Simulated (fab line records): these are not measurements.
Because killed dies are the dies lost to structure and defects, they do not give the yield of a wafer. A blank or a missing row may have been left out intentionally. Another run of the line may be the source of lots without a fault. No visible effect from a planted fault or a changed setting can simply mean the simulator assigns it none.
The tool behind it: which one? + flow sky130 + 42 wafers from 14 lots sampled at 5 of the route's 708 steps

== WHAT EACH GAUGE READ, for each wafer ==
SKY_SONOS_TUNNEL_OVL_MEAS_08.
| lot  | measured     | on         | SONOS_TUNNEL_OVL (nm) |
|------|--------------|------------|-----------------------|
| L796 | day 11 16:53 | overlay-01 | 1.0 -1.5 1.5          |
| L798 | day 12 10:26 | overlay-02 | 1.9 -0.1 0.9          |
| L799 | day 12 10:32 | overlay-01 | 0.8 0.6 1.8           |
| L800 | day 13 06:38 | overlay-02 | 0.4 -0.8 -0.3         |
| L801 | day 13 11:20 | overlay-01 | 0.8 0.8 1.7           |
| L802 | day 13 22:02 | overlay-02 | -1.4 -1.8 -0.9        |
| L809 | day 16 03:38 | overlay-01 | 0.0 -0.5 0.1          |
| L810 | day 16 14:17 | overlay-02 | 0.0 1.7 -0.5          |
| L811 | day 16 20:35 | overlay-02 | 0.3 0.0 2.3           |
| L812 | day 17 05:56 | overlay-01 | 2.7 1.1 3.3           |
| L813 | day 17 11:09 | overlay-02 | -2.1 -0.6 0.2         |
| L814 | day 17 12:44 | overlay-01 | 2.8 1.3 1.0           |
| L816 | day 18 07:53 | overlay-02 | -1.1 -0.8 1.0         |
| L817 | day 18 13:40 | overlay-01 | -2.0 -0.5 -1.8        |

SKY_SONOS_ONO_THK_MEAS_01.
| lot  | measured     | on            | SONOS_ONO_OXIDATION_THK (nm) |
|------|--------------|---------------|------------------------------|
| L796 | day 11 19:17 | film_metro-04 | 2.61 2.64 2.65               |
| L798 | day 12 13:13 | film_metro-02 | 2.58 2.64 2.57               |
| L799 | day 12 13:14 | film_metro-04 | 2.61 2.69 2.66               |
| L800 | day 13 09:06 | film_metro-03 | 3.67 3.71 3.71               |
| L801 | day 13 13:13 | film_metro-03 | 3.57 3.66 3.57               |
| L802 | day 14 02:29 | film_metro-04 | 2.68 2.69 2.70               |
| L809 | day 16 05:35 | film_metro-03 | 2.61 2.63 2.62               |
| L810 | day 16 16:14 | film_metro-03 | 2.70 2.55 2.66               |
| L811 | day 17 00:16 | film_metro-02 | 2.64 2.66 2.57               |
| L812 | day 17 10:05 | film_metro-03 | 2.56 2.59 2.60               |
| L813 | day 17 14:29 | film_metro-02 | 2.52 2.58 2.50               |
| L814 | day 17 17:04 | film_metro-04 | 2.71 2.59 2.68               |
| L816 | day 18 11:29 | film_metro-03 | 2.59 2.60 2.60               |
| L817 | day 18 15:34 | film_metro-03 | 2.56 2.58 2.57               |

== WHICH TOOL RAN EACH LOT (tool, then ch and the chambers of the sampled wafers, then the start) ==
| lot  | SKY_FIELD_ISO_STRIP_16              | SKY_VT_ADJUST_HVTR_STRIP_10          | SKY_SONOS_ONO_OXIDATION_00    |
|------|-------------------------------------|--------------------------------------|-------------------------------|
| L796 | plasma_asher-02 ch 0,1, day 2 10:23 | plasma_asher-04 ch 0,1, day 9 18:28  | furnace-02 ch 0, day 11 17:56 |
| L798 | plasma_asher-02 ch 0,1, day 2 23:11 | plasma_asher-01 ch 0,1, day 10 09:46 | furnace-02 ch 0, day 12 11:53 |
| L799 | plasma_asher-02 ch 0,1, day 3 01:19 | plasma_asher-04 ch 0,1, day 10 11:20 | furnace-02 ch 0, day 12 11:53 |
| L800 | plasma_asher-02 ch 0,1, day 3 08:11 | plasma_asher-01 ch 0,1, day 11 04:32 | furnace-02 ch 0, day 13 07:46 |
| L801 | plasma_asher-04 ch 0,1, day 3 12:23 | plasma_asher-04 ch 0,1, day 11 09:16 | furnace-02 ch 0, day 13 11:53 |
| L802 | plasma_asher-02 ch 0,1, day 3 19:47 | plasma_asher-04 ch 0,1, day 11 19:10 | furnace-01 ch 0, day 14 01:09 |
| L809 | plasma_asher-04 ch 0,1, day 5 08:18 | plasma_asher-04 ch 0,1, day 13 21:47 | furnace-01 ch 0, day 16 04:13 |
| L810 | plasma_asher-02 ch 0,1, day 5 13:08 | plasma_asher-04 ch 0,1, day 14 07:11 | furnace-01 ch 0, day 16 14:53 |
| L811 | plasma_asher-03 ch 0,1, day 5 16:49 | plasma_asher-01 ch 0,1, day 14 13:33 | furnace-02 ch 0, day 16 22:55 |
| L812 | plasma_asher-04 ch 0,1, day 5 21:46 | plasma_asher-03 ch 0,1, day 14 21:46 | furnace-02 ch 0, day 17 08:44 |
| L813 | plasma_asher-03 ch 0, day 6 02:37   | plasma_asher-03 ch 0,1, day 15 01:54 | furnace-02 ch 0, day 17 13:08 |
| L814 | plasma_asher-04 ch 0,1, day 6 07:44 | plasma_asher-01 ch 0,1, day 15 04:15 | furnace-01 ch 0, day 17 15:43 |
| L816 | plasma_asher-04 ch 0,1, day 6 18:02 | plasma_asher-01 ch 1, day 15 21:55   | furnace-02 ch 0, day 18 10:08 |
| L817 | plasma_asher-03 ch 0,1, day 6 23:10 | plasma_asher-01 ch 0,1, day 16 03:31 | furnace-02 ch 0, day 18 14:13 |
- SKY_FIELD_ISO_STRIP_16: strips in O2/N2.
- SKY_VT_ADJUST_HVTR_STRIP_10: strips in O2/N2.
- SKY_SONOS_ONO_OXIDATION_00: stabilise 600 s, purge 300 s, target thk 2.6 nm.

== WHAT THE TOOLS THEMSELVES READ (means of the sampled wafers that have a number; where no wafer has one, the mark that the record gives instead) ==
SKY_FIELD_ISO_STRIP_16.
| lot  | tool            | drypump_motor_current_A (A) | oes_product_au (a.u.) | strip_time_to_endpoint_s (s) |
|------|-----------------|-----------------------------|-----------------------|------------------------------|
| L796 | plasma_asher-02 | 5.4                         | 0.377                 | 3.55                         |
| L798 | plasma_asher-02 | 5.2                         | 0.376                 | 3.58                         |
| L799 | plasma_asher-02 | 5.1                         | 0.378                 | 3.53                         |
| L800 | plasma_asher-02 | 5.2                         | 0.372                 | 3.55                         |
| L801 | plasma_asher-04 | 6.2                         | 0.375                 | 3.54                         |
| L802 | plasma_asher-02 | 5.1                         | 0.377                 | 3.51                         |
| L809 | plasma_asher-04 | 6.2                         | 0.372                 | 3.51                         |
| L810 | plasma_asher-02 | 5.1                         | 0.381                 | 3.57                         |
| L811 | plasma_asher-03 | 6.0                         | 0.383                 | 3.54                         |
| L812 | plasma_asher-04 | 5.7                         | 0.375                 | 3.54                         |
| L813 | plasma_asher-03 | 6.0                         | 0.379                 | 3.55                         |
| L814 | plasma_asher-04 | 6.2                         | 0.378                 | 3.57                         |
| L816 | plasma_asher-04 | 6.2                         | 0.381                 | 3.54                         |
| L817 | plasma_asher-03 | 5.9                         | 0.374                 | 3.53                         |

SKY_VT_ADJUST_HVTR_STRIP_10.
| lot  | tool            | drypump_motor_current_A (A) | oes_product_au (a.u.) | strip_time_to_endpoint_s (s) |
|------|-----------------|-----------------------------|-----------------------|------------------------------|
| L796 | plasma_asher-04 | 5.7                         | 0.721                 | 14.17                        |
| L798 | plasma_asher-01 | 5.7                         | 0.716                 | 14.18                        |
| L799 | plasma_asher-04 | 5.7                         | 0.718                 | 14.15                        |
| L800 | plasma_asher-01 | 5.7                         | 0.712                 | 14.19                        |
| L801 | plasma_asher-04 | 5.7                         | 0.713                 | 14.18                        |
| L802 | plasma_asher-04 | 6.1                         | 0.714                 | 14.19                        |
| L809 | plasma_asher-04 | 5.7                         | 0.715                 | 14.09                        |
| L810 | plasma_asher-04 | 5.7                         | 0.712                 | 14.17                        |
| L811 | plasma_asher-01 | 5.6                         | 0.718                 | 14.23                        |
| L812 | plasma_asher-03 | 6.0                         | 0.713                 | 14.13                        |
| L813 | plasma_asher-03 | 6.0                         | 0.716                 | 14.19                        |
| L814 | plasma_asher-01 | 5.7                         | 0.712                 | 14.22                        |
| L816 | plasma_asher-01 | 6.1                         | 0.715                 | 14.21                        |
| L817 | plasma_asher-01 | 5.7                         | 0.713                 | 14.20                        |

SKY_SONOS_ONO_OXIDATION_00.
| lot  | tool       | spike_tc_bottom_C (C) | spike_tc_centre_C (C) | spike_tc_lower_C (C) | spike_tc_top_C (C) | spike_tc_upper_C (C) | tube_center_temp_C (C) | tube_center_temp_C_max | zone_power_bottom_pct (%) |
|------|------------|-----------------------|-----------------------|----------------------|--------------------|----------------------|------------------------|------------------------|---------------------------|
| L796 | furnace-02 | 818.3                 | 799.7                 | 800.6                | 815                | 798.5                | 799.94                 | 802.1                  | 20.6                      |
| L798 | furnace-02 | 819.8                 | 800.3                 | 800.2                | 816                | 800.0                | 800.02                 | 802.4                  | 20.7                      |
| L799 | furnace-02 | 819.2                 | 799.7                 | 801.2                | 817                | 800.0                | 800.02                 | 802.1                  | 20.6                      |
| L800 | furnace-02 | 842.0                 | 823.2                 | 824.8                | 840                | 823.0                | 823.75                 | 825.8                  | 22.1                      |
| L801 | furnace-02 | 841.3                 | 823.0                 | 824.1                | 841                | 822.8                | 823.78                 | 825.8                  | 22.1                      |
| L802 | furnace-01 | 820.1                 | 801.8                 | 800.2                | 809                | 799.1                | 800.04                 | 801.9                  | 18.6                      |
| L809 | furnace-01 | 820.6                 | 800.4                 | 799.9                | 810                | 799.2                | 799.99                 | 802.3                  | 18.7                      |
| L810 | furnace-01 | 820.5                 | 801.3                 | 801.2                | 810                | 799.4                | 800.03                 | 801.8                  | 18.6                      |
| L811 | furnace-02 | 817.4                 | 799.5                 | 800.3                | 817                | 799.5                | 799.96                 | 802.0                  | 20.6                      |
| L812 | furnace-02 | 818.5                 | 798.6                 | 801.0                | 815                | 800.2                | 799.96                 | 802.1                  | 20.6                      |
| L813 | furnace-02 | 819.4                 | 798.8                 | 801.0                | 816                | 799.2                | 800.01                 | 802.4                  | 20.5                      |
| L814 | furnace-01 | 820.9                 | 801.8                 | 800.6                | 810                | 799.4                | 800.05                 | 802.0                  | 18.5                      |
| L816 | furnace-02 | 818.7                 | 800.0                 | 800.9                | 816                | 798.9                | 799.95                 | 802.1                  | 20.8                      |
| L817 | furnace-02 | 819.5                 | 798.8                 | 802.0                | 816                | 799.7                | 799.99                 | 801.9                  | 20.7                      |

== THE ANSWER, worked out from the rows above alone ==
Rule: the usual values come from the lots themselves. The widest of any qualifying gaps counts: lots, ordered by their means at a reading, are off when they make up no more than a third of the lots, leave a main group of 4 or more, and stand apart from it by 3 or more times the standard deviation of that group's means. The tables above print the reading to a certain number of digits; a main group whose means all agree to those digits is not used. Also off: a lot with no number at a reading for which 4 or more lots have one. All remaining lots with rows at the step are treated as sound. First the gauges in route order, then the tools' own readings, where a lot's mean is used as printed above. The first step at which some lot is off is used, and at that step the reading that is off furthest; a lot without a number counts as furthest.
Off: L800, L801, seen at SKY_SONOS_ONO_THK_MEAS_01 (SONOS_ONO_OXIDATION_THK). The main group: mean 2.62 nm, standard deviation 0.041.
If a tool, at a process step before that reading, ran all the lots that are off and no sound lot after the first of them, it fits. Not tried: the gauges at SKY_SONOS_ONO_THK_MEAS_01; whatever is off there is also off at SKY_SONOS_ONO_OXIDATION_00, on other tools, and gauge error can't account for it. Not one of the candidates tried fits.

== WHAT THE SIMULATOR HAD INSERTED ==
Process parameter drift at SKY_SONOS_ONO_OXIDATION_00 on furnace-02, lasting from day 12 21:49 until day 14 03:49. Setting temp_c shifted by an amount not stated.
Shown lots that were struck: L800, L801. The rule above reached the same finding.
